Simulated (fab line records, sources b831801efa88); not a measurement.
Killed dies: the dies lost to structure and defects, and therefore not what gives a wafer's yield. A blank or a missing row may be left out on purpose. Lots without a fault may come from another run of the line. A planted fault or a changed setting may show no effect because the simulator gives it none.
Which tool was responsible?	flow gf180mcu	6 lots, 18 wafers sampled, at 4 steps of a route of 602

== WHAT THE GAUGES SHOWED, per wafer ==
GF_V5_THK_MEAS_03.
lot	measured	on	V5_CVD_02_THK (nm)
L349	day 27 02:19	filmMetro-04	1456 1433 1433
L353	day 28 04:31	filmMetro-02	1449 1467 1479
L362	day 30 19:17	filmMetro-02	1216 1251 1239 1217 1251 1238
L366	day 31 14:26	filmMetro-03	1485 1467 1445
L368	day 32 03:44	filmMetro-04	1463 1481 1461
L371	day 32 21:18	filmMetro-03	1463 1473 1499

== TOOL THAT RAN EACH LOT (tool first, then ch and the chambers of the sampled wafers, then the start) ==
lot	GF_MIM_SPUTTER_01	GF_M5_METAL_ETCH_10	GF_V5_CVD_02
L349	pvdSputter-01, day 25 06:41	rieMetal-01 ch 0,1, day 27 01:26	pecvd-01 ch 0,1,2, day 27 02:13
L353	pvdSputter-03, day 26 10:12	rieMetal-02 ch 0,1, day 28 03:41	pecvd-03 ch 0,2, day 28 04:24
L362	pvdSputter-03, day 29 03:29	rieMetal-03 ch 0,1, day 30 18:16	pecvd-01 ch 0,2, day 30 19:09
L366	pvdSputter-03, day 30 01:26	rieMetal-01 ch 1, day 31 13:32	pecvd-02 ch 0,1,2, day 31 14:20
L368	pvdSputter-01, day 30 16:24	rieMetal-03 ch 0,1, day 32 02:53	pecvd-03 ch 0,1,2, day 32 03:40
L371	pvdSputter-01, day 31 10:58	rieMetal-03 ch 0,1, day 32 20:27	pecvd-02 ch 0,1, day 32 21:12
- GF_MIM_SPUTTER_01: material TiN, target thk 30 nm, time 25 s.
- GF_M5_METAL_ETCH_10: etches the open film in Cl2/BCl3, stops on SiO2, target depth 627.5 nm, time 104.6 s.
- GF_V5_CVD_02: deposits SiO2 from TEOS, target thk 1450 nm, time 163.28 s.

== THE ANSWER, worked out from the rows above alone ==
Rule: what is usual is taken from the lots themselves. The widest of any qualifying gaps counts: lots, ordered by their means at a reading, are off when they make up no more than a third of the lots, leave a main group of 4 or more, and stand apart from it by 3 or more times the standard deviation of that group's means. If all means in a main group match to the digits the tables above print for the reading, that group is not used. A lot without any number at a reading at which 4 lots or more have one is off too. Any other lot the step has rows for is counted as sound.
Off: at GF_V5_THK_MEAS_03 (V5_CVD_02_THK), L362. The main group has a mean of 1464 nm with a standard deviation of 12.
A tool fits if, at a process step before that reading, it ran every lot that is off, and no sound lot after the first of them. The gauges at GF_V5_THK_MEAS_03 are tried like those tools. 2 tools fit, pecvd-01 at GF_V5_CVD_02 and filmMetro-02 at GF_V5_THK_MEAS_03, so this cannot tell which one it is.

== WHAT HAD BEEN PUT IN BY THE SIMULATOR ==
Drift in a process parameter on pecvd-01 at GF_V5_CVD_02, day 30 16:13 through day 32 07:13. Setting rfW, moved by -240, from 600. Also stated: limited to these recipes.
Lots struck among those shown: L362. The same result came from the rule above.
